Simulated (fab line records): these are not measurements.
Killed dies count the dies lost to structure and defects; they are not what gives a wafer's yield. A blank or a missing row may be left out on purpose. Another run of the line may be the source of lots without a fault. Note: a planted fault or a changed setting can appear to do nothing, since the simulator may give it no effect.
Chamber matching -- flow sky130 -- SKY_PASSIVATION_CVD_00 on pecvd-01 has 3 sister chambers
The step deposits SiO2, target thk 90 nm. 3 wafers are shown with their chamber, then 8 later ones without.

## WAFERS PAIRED WITH THEIR CHAMBERS
wafer,chamber,heater power w (W)
L093.5,2,540
L094.2,1,529
L095.3,0,735

## WAFERS WITH NO CHAMBER GIVEN
wafer,heater power w (W)
L095.4,539
L095.5,536
L096.1,775
L096.2,566
L096.3,774
L096.4,566
L096.5,564
L096.6,785

## WHICH CHAMBER EACH ONE RAN IN
wafer,from the rows above,in truth
L095.4,can't be placed: 2 or 1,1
L095.5,can't be placed: 2 or 1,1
L096.1,0,0
L096.2,can't be placed: 2 or 1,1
L096.3,0,0
L096.4,can't be placed: 2 or 1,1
L096.5,can't be placed: 2 or 1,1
L096.6,0,0
3 of 8 placed correctly. Not placeable from these rows: 5 (in 5, the candidates include the true chamber). Placed wrongly: 0.
How it was worked out, from the rows above alone: a wafer's distance from a chamber is the root of the sum, over the readings, of the square of ((its reading less the chamber's mean) divided by the reading's scatter). The wafer belongs to the nearest chamber; if the next one is less than 2 further off, it can't be placed. Each chamber's mean is taken over the wafers shown for it. The scatter: root of mean squared gap, hidden wafer to nearest shown wafer, with one shown wafer a chamber.
